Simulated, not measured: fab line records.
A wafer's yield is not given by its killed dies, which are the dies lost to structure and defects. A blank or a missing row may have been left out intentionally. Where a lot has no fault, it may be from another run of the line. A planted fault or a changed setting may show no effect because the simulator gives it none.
fab line records | flow sfq_line
[record] lots = 5 wafers = 15 last_day = 83
route steps=325 shown I6@270 M7@281 I7@296 M8@311
lots that met no fault: from a run of the same line without faults
start_h: hours from the record's opening day to when the first of the lot's shown wafers began | wait_h: time in hours since the lot's previous step | " the same as in the row above | L1.1+2: a row that stands for several wafers | - no value present, or no start provided | * or withheld: withheld | < > ~ a bound
route shown NAME@n: NAME is a module with steps in the file, n the number in the route of the first one | usual: mean and standard deviation over wafers with no fault | same: alike in all rows | chamber/n: place in a boat | sites: readings site by site | _std_site: how widely they spread, as a standard deviation | _edge_site: outer sites' mean less inner sites' | radius_mm: for every site, how far away it sits from the centre of the wafer | mask NAME#n: copy n | behind: the tool/chamber that last shaped the wafer | hold: what put the lot on hold/how long, in hours/how the hold closed | device: transistor that didn't switch, given as n, p or np | end of line: tests run on the same wafers once the route is complete | step lacking rows: just its recipe | killed: count of dies lost to structure and defects at first sort (not the wafer's yield) | map: per-die view of a wafer (x killed, . not killed, _ where there is no die)
set.NAME: the setting the step ran with; set.NAME@STEP: the setting that earlier step ran with | model.NAME: the simulator's own value behind a step, which no gauge read
certain route steps with their lots: each step a table, each wafer a row
services: the hour from which a tool's chamber was out of use, counted from the record's first day as start_h (under 0 if before that day), plus the number of hours and why
[[steps]]
[step SFQ_TRILAYER_I6_VIA_LITHO_COAT_174]
[recipe] resist = BARC spin_rpm = 3000 resist_thk_nm = 62
[step SFQ_TRILAYER_I6_VIA_LITHO_COAT_169]
[recipe] resist = KrF spin_rpm = 3000 resist_thk_nm = 650
[step SFQ_TRILAYER_I6_VIA_LITHO_SOFTBAKE_173]
[recipe] temp_c = withheld time_s = withheld resist = KrF
[step SFQ_TRILAYER_I6_VIA_LITHO_EXPOSE_170]
[recipe] mask_id = I6 na = 0.6 source_shape = conventional sigma_outer = 0.65 target_cd_nm = 700 dose_mj = 21.3
[step SFQ_TRILAYER_I6_VIA_LITHO_PEB_172]
[recipe] peb_temp_c = 115 peb_time_s = 60 resist = KrF
[step SFQ_TRILAYER_I6_VIA_LITHO_DEVELOP_171]
[recipe] time_s = 60 resist = KrF
[step SFQ_I6_OVL_MEAS_942]
[usual] I6_OVL = 1/6
// columns lot.wafer tool chamber start_h wait_h I6_OVL[nm]
L633.1 overlay-01 - 1476.98 0.1 8
L633.4 " - " " 2
L633.6 " - " " 5
L636.1 overlay-02 - 1541.01 0.1 -1
L636.4 " - " " -6
L636.5 " - " " -1
L645.1 overlay-01 - 1769.87 0.1 8
L645.3 " - " " 4
L645.5 " - " " 5
L649.1 overlay-02 - 1798.88 0.1 -1
L649.4 " - " " 0
L649.5 " - " " -1
L651.2 overlay-02 - 1899.62 0.1 13
L651.5 " - " " 4
L651.6 " - " " 10
[step SFQ_TRILAYER_I6_VIA_BARC_OPEN_VIA_ETCH_235]
[recipe] mask_material = PR chemistry = O2 target_depth_nm = 125 target = BARC source_w = 500 bias_w = 80 pressure_mtorr = 30 time_s = 41.7
[step SFQ_TRILAYER_I6_VIA_ETCH_VIA_ETCH_172]
[recipe] target = SiO2 stop_on = Nb mask_material = PR taper_deg = 20 chemistry = CHF3 target_depth_nm = 260 source_w = 500 bias_w = 80 pressure_mtorr = 30 time_s = withheld
[step SFQ_TRILAYER_I6_VIA_STRIP_STRIP_173]
[recipe] gas = O2 power_w = 200 platen_temp_c = 40 overash_fraction = 0.65 chemistry = O2 pressure_mtorr = 50
[step SFQ_TRILAYER_I6_VIA_STRIP_SOLV_CLEAN_174]
[recipe] chemistry = NMP temp_c = 70 time_s = 600
[step SFQ_TRILAYER_M7_DEP_PRE_CLEAN_176]
[recipe] gas = Ar time_s = 22.5 bias_v = 250
[step SFQ_TRILAYER_M7_DEP_SPUTTER_175]
[recipe] material = Nb base_pressure_pa = 1.33e-06 chamber_pressure_pa = 0.1333 substrate_temp_c = 20 target_thk_nm = 200 power_w = 2000 time_s = 133.3
[usual] cathode_dc_power_W = 2000.0/0.35 throttle_valve_pct = 30.2/0.92
// columns lot.wafer tool chamber start_h wait_h cathode_dc_power_W throttle_valve_pct model.Nb_of_TRILAYER_M7_DEP_SPUTTER_175.thk_nm
L633.1 pvd_sputter-03 - 1477.98 0.0 1999.7 30.4 199.5
L633.4 " - " " 1999.5 30.8 201.4
L633.6 " - " " 1999.8 30.3 198
L636.1 pvd_sputter-05 - 1542.00 0.0 2000.4 30.9 202
L636.4 " - " " 1999.6 29.2 203.2
L636.5 " - " " 1999.6 29.3 203
L645.1 pvd_sputter-05 - 1770.86 0.0 2195.9 30.2 218.8
L645.3 " - " " 1999.8 31.3 200.1
L645.5 " - " " 1999.9 29.2 199.8
L649.1 pvd_sputter-03 - 1799.87 0.0 1999.1 30.6 202.5
L649.4 " - " " 1999.6 31.4 200.8
L649.5 " - " " 2000.0 30.5 198.5
L651.2 pvd_sputter-03 - 1900.81 0.0 2000.6 28.7 201.5
L651.5 " - " " 1999.8 30.4 201.3
L651.6 " - " " 2000.0 31.5 201.2
[step SFQ_M7_RS_MEAS_943]
[recipe] thk_meas_gauge = four-point-probe reads = Nb_of_TRILAYER_M7_DEP_SPUTTER_175
[usual] M7_NB_RS = 0.887/0.0083
// columns lot.wafer tool chamber start_h wait_h hold M7_NB_RS[ohm/sq]
L633.1 film_metro-03 - 1478.07 0.0 - 0.894
L633.4 " - " " - 0.884
L633.6 " - " " - 0.900
L636.1 film_metro-01 - 1542.09 0.0 - 0.883
L636.4 " - " " - 0.876
L636.5 " - " " - 0.879
L645.1 film_metro-03 - 1770.95 0.0 await_dispo/0.2h/release 0.813
L645.3 " - " " await_dispo/0.2h/release 0.890
L645.5 " - " " await_dispo/0.2h/release 0.892
L645.1 film_metro-03 - 1771.24 0.3 - 0.814
L645.3 " - " " - 0.890
L645.5 " - " " - 0.893
L649.1 film_metro-04 - 1799.96 0.0 - 0.877
L649.4 " - " " - 0.887
L649.5 " - " " - 0.896
L651.2 film_metro-03 - 1900.92 0.1 - 0.885
L651.5 " - " " - 0.885
L651.6 " - " " - 0.885
[step SFQ_TRILAYER_M7_LITHO_COAT_177]
[recipe] resist = KrF spin_rpm = 3000 resist_thk_nm = 600
[step SFQ_TRILAYER_M7_LITHO_SOFTBAKE_181]
[recipe] temp_c = withheld time_s = withheld resist = KrF
[step SFQ_TRILAYER_M7_LITHO_EXPOSE_178]
[recipe] mask_id = M7 na = 0.6 source_shape = conventional sigma_outer = 0.65 target_cd_nm = 500 dose_mj = 14.4
[step SFQ_TRILAYER_M7_LITHO_PEB_180]
[recipe] peb_temp_c = 115 peb_time_s = 60 resist = KrF
[step SFQ_TRILAYER_M7_LITHO_DEVELOP_179]
[recipe] time_s = 60 resist = KrF
[step SFQ_M7_OVL_MEAS_945]
[usual] M7_OVL = 1/5.3
// columns lot.wafer tool chamber start_h wait_h M7_OVL[nm]
L633.1 overlay-02 - 1598.06 0.1 4
L633.4 " - " " 5
L633.6 " - " " 6
L636.1 overlay-01 - 1602.46 0.1 -11
L636.4 " - " " -9
L636.5 " - " " -8
L645.1 overlay-01 - 1778.18 0.1 2
L645.3 " - " " 1
L645.5 " - " " -1
L649.1 overlay-02 - 1831.18 0.1 -1
L649.4 " - " " -8
L649.5 " - " " -6
L651.2 overlay-01 - 1908.36 0.1 5
L651.5 " - " " 1
L651.6 " - " " 2
[step SFQ_TRILAYER_M7_BARC_OPEN_METAL_ETCH_229]
[recipe] mask_material = PR chemistry = O2 target_depth_nm = 125 target = BARC icp_w = 600 bias_w = 80 pressure_mtorr = 10 time_s = 41.7
[usual] chamber_pressure_mTorr = 10.000/0.0093 drypump_motor_current_A = 5.7/0.53 oes_product_au = 0.685/0.0049
// columns lot.wafer tool chamber start_h wait_h chamber_pressure_mTorr drypump_motor_current_A oes_product_au rf_hours_counter_h
L633.1 rie_metal-04 1 1598.09 0.0 9.979 5.0 0.687 134
L633.4 " 1 " " 9.959 5.0 0.689 -
L633.6 " 1 " " 10.012 5.0 0.679 -
L636.1 rie_metal-04 1 1602.49 0.0 9.993 5.0 0.682 135
L636.4 " 0 " " 9.998 6.2 0.680 -
L636.5 " 0 " " 9.991 6.2 0.683 -
L645.1 rie_metal-02 1 1778.22 0.0 9.985 6.0 0.678 30
L645.3 " 0 " " 10.008 4.8 0.687 -
L645.5 " 1 " " 9.999 6.0 0.685 -
L649.1 rie_metal-01 0 1831.21 0.0 9.985 5.8 0.687 43
L649.4 " 0 " " 9.979 5.8 0.689 -
L649.5 " 0 " " 10.000 5.8 0.683 -
L651.2 rie_metal-01 0 1908.39 0.0 10.002 5.8 0.690 54
L651.5 " 1 " " 10.013 6.1 0.684 -
L651.6 " 0 " " 9.996 5.9 0.691 -
[step SFQ_TRILAYER_M7_ETCH_METAL_ETCH_180]
[recipe] target = Nb stop_on = SiO2 mask_material = PR chemistry = Cl2/Ar target_depth_nm = 240 icp_w = 600 bias_w = 80 pressure_mtorr = 10 time_s = 120
[usual] chamber_pressure_mTorr = 10.000/0.0094 drypump_motor_current_A = 5.7/0.54 oes_product_au = 0.896/0.0067
// columns lot.wafer tool chamber start_h wait_h chamber_pressure_mTorr drypump_motor_current_A oes_product_au rf_hours_counter_h
L633.1 rie_metal-04 1 1598.15 0.0 10.005 5.1 0.884 134
L633.4 " 1 " " 9.999 5.0 0.897 -
L633.6 " 1 " " 9.982 5.0 0.879 -
L636.1 rie_metal-04 1 1602.55 0.0 10.011 5.0 0.902 135
L636.4 " 0 " " 9.987 6.2 0.906 -
L636.5 " 0 " " 10.002 6.3 0.903 -
L645.1 rie_metal-02 1 1778.28 0.0 10.002 6.0 0.952 30
L645.3 " 0 " " 10.000 4.8 0.895 -
L645.5 " 1 " " 9.988 6.0 0.891 -
L649.1 rie_metal-01 0 1831.27 0.0 10.021 5.8 0.892 43
L649.4 " 0 " " 9.993 5.9 0.901 -
L649.5 " 0 " " 10.002 5.8 0.882 -
L651.2 rie_metal-01 0 1908.45 0.0 10.016 5.9 0.896 54
L651.5 " 1 " " 10.002 6.1 0.904 -
L651.6 " 0 " " 9.999 5.9 0.894 -
[step SFQ_TRILAYER_M7_STRIP_STRIP_181]
[recipe] gas = O2 power_w = 200 platen_temp_c = 40 overash_fraction = 0.65 chemistry = O2 pressure_mtorr = 50
[step SFQ_TRILAYER_M7_STRIP_SOLV_CLEAN_182]
[recipe] chemistry = NMP temp_c = 70 time_s = 600
[step SFQ_TRILAYER_I7_DEP_PECVD_183]
[recipe] material = SiO2 temp_c = 150 time_s = 111.11 pressure_torr = 2.4 rf_w = 183.3 precursor = SiH4/N2O target_thk_nm = 500
[usual] heater_power_w = 83/18 throttle_valve_pct = 24.7/1.3
// columns lot.wafer tool chamber start_h wait_h heater_power_w throttle_valve_pct
L633.1 pecvd-04 1 1599.05 0.0 125 25.0
L633.4 " 2 " " 99 24.4
L633.6 " 1 " " 127 24.6
L636.1 pecvd-03 1 1603.47 0.0 82 22.8
L636.4 " 1 " " 86 23.0
L636.5 " 0 " " 51 23.3
L645.1 pecvd-04 1 1779.78 0.0 115 25.0
L645.3 " 0 " " 64 24.6
L645.5 " 1 " " 119 25.0
L649.1 pecvd-03 0 1832.17 0.0 57 23.5
L649.4 " 2 " " 63 24.0
L649.5 " 0 " " 61 23.2
L651.2 pecvd-02 1 1909.35 0.0 86 26.5
L651.5 " 1 " " 86 26.5
L651.6 " 0 " " 85 25.0
[step SFQ_TRILAYER_I7_CMP_CMP_184]
[recipe] material = SiO2 down_force_psi = 3 platen_rpm = 60 pad_velocity_m_s = 0.94248
[usual] motor_current_A = 9.9/0.86 time_to_endpoint_s = 209/9.1
// columns lot.wafer tool chamber start_h wait_h motor_current_A time_to_endpoint_s
L633.4 cmp-02 1 1616.39 17.3 8.4 212
L633.1 " 3 1617.39 18.3 10.2 205
L633.6 " 0 " " 9.2 199
L636.1 cmp-01 2 1624.12 20.6 9.3 204
L636.4 " 3 " " 9.9 211
L636.5 " 1 1625.62 22.0 11.8 209
L645.1 cmp-02 0 1780.77 1.0 9.4 209
L645.3 " 2 1781.77 2.0 9.8 211
L645.5 " 0 1782.77 2.9 9.6 208
L649.1 cmp-02 1 1832.25 0.0 9.1 220
L649.4 " 3 1833.25 1.0 10.0 217
L649.5 " 1 1834.25 2.0 8.8 221
L651.2 cmp-02 1 1911.29 1.9 9.0 218
L651.6 " 3 1912.29 2.9 10.1 212
L651.5 " 0 " " 9.0 211
[step SFQ_I7_BOW_MEAS_946]
[recipe] mode = bow
[usual] I7_BOW = 8/11
// columns lot.wafer tool chamber start_h wait_h I7_BOW[um]
L633.1 film_metro-01 - 1618.89 1.0 20
L633.4 " - " " 1
L633.6 " - " " 5
L636.1 film_metro-01 - 1626.12 1.5 17
L636.4 " - " " 9
L636.5 " - " " 22
L645.1 film_metro-01 - 1783.27 2.0 -4
L645.3 " - " " -8
L645.5 " - " " -2
L649.1 film_metro-01 - 1835.25 2.5 4
L649.4 " - " " 11
L649.5 " - " " 19
L651.2 film_metro-02 - 1913.31 1.5 1
L651.5 " - " " 0
L651.6 " - " " 6
[step SFQ_TRILAYER_I7_METRO_MEASURE_185]
[usual] thk_nm = 199.4/1.4
// columns lot.wafer tool chamber start_h wait_h thk_nm
L633.1 film_metro-01 - 1619.01 0.1 200.1
L633.4 " - " " 199.8
L633.6 " - " " 198.6
L636.1 film_metro-01 - 1626.24 0.1 198.1
L636.4 " - " " 200.1
L636.5 " - " " 198.8
L645.1 film_metro-01 - 1783.39 0.1 199.1
L645.3 " - " " 200.3
L645.5 " - " " 200.1
L649.1 film_metro-01 - 1835.37 0.1 201.5
L649.4 " - " " 200.0
L649.5 " - " " 200.9
L651.2 film_metro-02 - 1913.61 0.3 199.6
L651.5 " - " " 198.7
L651.6 " - " " 200.6
[step SFQ_TRILAYER_I7_VIA_LITHO_COAT_192]
[recipe] resist = BARC spin_rpm = 3000 resist_thk_nm = 62
[step SFQ_TRILAYER_I7_VIA_LITHO_COAT_187]
[recipe] resist = KrF spin_rpm = 3000 resist_thk_nm = 650
[step SFQ_TRILAYER_I7_VIA_LITHO_SOFTBAKE_191]
[recipe] temp_c = withheld time_s = withheld resist = KrF
[step SFQ_TRILAYER_I7_VIA_LITHO_EXPOSE_188]
[recipe] mask_id = I7 na = 0.6 source_shape = conventional sigma_outer = 0.65 target_cd_nm = 1000 dose_mj = 21.3
[step SFQ_TRILAYER_I7_VIA_LITHO_PEB_190]
[recipe] peb_temp_c = 115 peb_time_s = 60 resist = KrF
[step SFQ_TRILAYER_I7_VIA_LITHO_DEVELOP_189]
[recipe] time_s = 60 resist = KrF
[step SFQ_I7_OVL_MEAS_947]
[usual] I7_OVL = 1/5.1
// columns lot.wafer tool chamber start_h wait_h I7_OVL[nm]
L633.1 overlay-01 - 1708.31 0.1 8
L633.4 " - " " 2
L633.6 " - " " 3
L636.1 overlay-02 - 1723.91 0.1 11
L636.4 " - " " 6
L636.5 " - " " 8
L645.1 overlay-02 - 1792.43 0.1 0
L645.3 " - " " 5
L645.5 " - " " 6
L649.1 overlay-01 - 1864.45 0.1 0
L649.4 " - " " 3
L649.5 " - " " -6
L651.2 overlay-02 - 1974.34 0.1 2
L651.5 " - " " -3
L651.6 " - " " 4
[step SFQ_TRILAYER_I7_VIA_BARC_OPEN_VIA_ETCH_260]
[recipe] mask_material = PR chemistry = O2 target_depth_nm = 125 target = BARC source_w = 500 bias_w = 80 pressure_mtorr = 30 time_s = 41.7
[step SFQ_TRILAYER_I7_VIA_ETCH_VIA_ETCH_190]
[recipe] target = SiO2 stop_on = Nb mask_material = PR taper_deg = 20 chemistry = CHF3 target_depth_nm = 260 source_w = 500 bias_w = 80 pressure_mtorr = 30 time_s = withheld
[usual] chamber_pressure_mTorr = 30.002/0.027 drypump_motor_current_A = 5.6/0.43 oes_product_au = 0.853/0.0062
// columns lot.wafer tool chamber start_h wait_h chamber_pressure_mTorr drypump_motor_current_A oes_product_au
L633.1 rie_diel-03 2 1708.38 0.0 30.048 6.1 0.857
L633.4 " 1 " " 30.019 5.6 0.854
L633.6 " 0 " " 30.018 5.2 0.845
L636.1 rie_diel-01 1 1724.00 0.0 30.005 5.4 0.852
L636.4 " 1 " " 30.031 5.4 0.855
L636.5 " 1 " " 30.029 5.4 0.847
L645.1 rie_diel-02 2 1792.51 0.0 29.990 5.2 0.850
L645.3 " 0 " " 29.985 4.8 0.852
L645.5 " 0 " " 29.994 4.8 0.859
L649.1 rie_diel-03 0 1864.53 0.0 30.000 5.2 0.857
L649.4 " 0 " " 30.003 5.2 0.862
L649.5 " 3 " " 29.997 6.2 0.853
L651.2 rie_diel-02 0 1974.41 0.0 30.032 4.8 0.844
L651.5 " 0 " " 29.999 4.8 0.855
L651.6 " 3 " " 29.965 6.2 0.849
[step SFQ_TRILAYER_I7_VIA_STRIP_STRIP_191]
[recipe] gas = O2 power_w = 200 platen_temp_c = 40 overash_fraction = 0.65 chemistry = O2 pressure_mtorr = 50
[step SFQ_TRILAYER_I7_VIA_STRIP_SOLV_CLEAN_192]
[recipe] chemistry = NMP temp_c = 70 time_s = 600
[step SFQ_TRILAYER_M8_LITHO_LOR_COAT_197]
[recipe] resist = lift-off spin_rpm = 3000
[step SFQ_M8_BOW_MEAS_951]
[recipe] mode = bow
[usual] M8_BOW = 10/11
// columns lot.wafer tool chamber start_h wait_h M8_BOW[um] model.etest.m7.ohm_um model.etest.i6.link_ohm model.etest.i7.link_ohm model.etest.m7.ohm_sq
L633.1 film_metro-03 - 1821.70 0.0 21 1.788 1.889 1.05 0.8925
L633.4 " - " " 2 1.766 1.878 1.042 0.8841
L633.6 " - " " 6 1.8 1.902 1.059 0.8992
L636.1 film_metro-03 - 1836.23 0.0 18 1.748 1.861 1.044 0.8813
L636.4 " - " " 9 1.75 1.84 1.039 0.8759
L636.5 " - " " 23 1.756 1.857 1.04 0.8768
L645.1 film_metro-03 - 1893.89 0.0 -3 1.646 1.806 0.9741 0.8136
L645.3 " - " " -6 1.787 1.882 1.052 0.8897
L645.5 " - " " -2 1.796 1.88 1.053 0.891
L649.1 film_metro-02 - 1902.28 0.0 6 1.753 1.873 1.041 0.8792
L649.4 " - " " 13 1.762 1.881 1.049 0.8866
L649.5 " - " " 20 1.79 1.904 1.06 0.897
L651.2 film_metro-03 - 1986.40 0.0 2 1.763 1.864 1.042 0.8835
L651.5 " - " " 1 1.766 1.857 1.044 0.8844
L651.6 " - " " 8 1.76 1.856 1.045 0.885
[[services]]
// columns tool chamber start_h hours kind
film_metro-01 - 1514.43 0.6 pm
film_metro-01 - 1548.55 2.0 pm
film_metro-01 - 1554.26 0.3 pm
film_metro-01 - 1581.77 1.6 pm
cmp-02 - 1595.30 0.9 repair
rie_metal-04 - 1629.21 1.4 pm
film_metro-01 - 1643.71 1.5 repair
cmp-02 - 1651.12 2.8 repair
rie_metal-04 0 1661.82 7.4 repair
cmp-02 - 1721.09 8.8 pm
film_metro-01 - 1747.64 3.1 repair
rie_metal-04 - 1753.40 0.9 repair
rie_metal-04 1 1757.32 8.2 repair
film_metro-01 - 1757.94 0.2 pm
cmp-02 - 1760.87 0.9 repair
cmp-02 - 1771.89 4.4 pm
cmp-02 - 1776.27 4.0 pm
film_metro-01 - 1799.26 1.0 pm
film_metro-01 - 1826.77 0.2 pm
cmp-02 - 1871.36 3.6 repair
cmp-02 - 1878.00 24.3 pm
cmp-02 - 1921.07 7.7 repair
cmp-02 - 1939.95 0.7 repair
rie_metal-04 1 1953.07 7.8 repair
[[key]]
[first_sign] step = SFQ_TRILAYER_M7_DEP_SPUTTER_175 reading = cathode_dc_power_W direction = up sigmas = 99+ usual = 2000.0 struck = 2195.9
[effect] step = SFQ_M7_RS_MEAS_943 reading = visit direction = added
[effect] step = SFQ_M7_RS_MEAS_943 reading = M7_NB_RS direction = down sigmas = 8.9 usual = 0.887 struck = 0.813
[effect] step = SFQ_TRILAYER_M7_ETCH_METAL_ETCH_180 reading = oes_product_au direction = up sigmas = 8.4 usual = 0.896 struck = 0.952
[model_effect] step = SFQ_TRILAYER_M7_DEP_SPUTTER_175 value = Nb_of_TRILAYER_M7_DEP_SPUTTER_175.thk_nm without = 199.2 struck = 218.8
[model_effect] step = SFQ_M8_BOW_MEAS_951 value = etest.m7.ohm_um without = 1.809 struck = 1.646
met_at SFQ_TRILAYER_M7_DEP_SPUTTER_175
struck_wafers L645.1
[fault] kind = process_parameter_drift tool = pvd_sputter-05 chamber = - onset_h = 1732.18 steps = SFQ_TRILAYER_M7_DEP_SPUTTER_175 channel = power_w offset = 196.02 shape = step end_h = 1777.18 acts_in = these_recipes_only stated = 2000 scope = struck_wafers_only
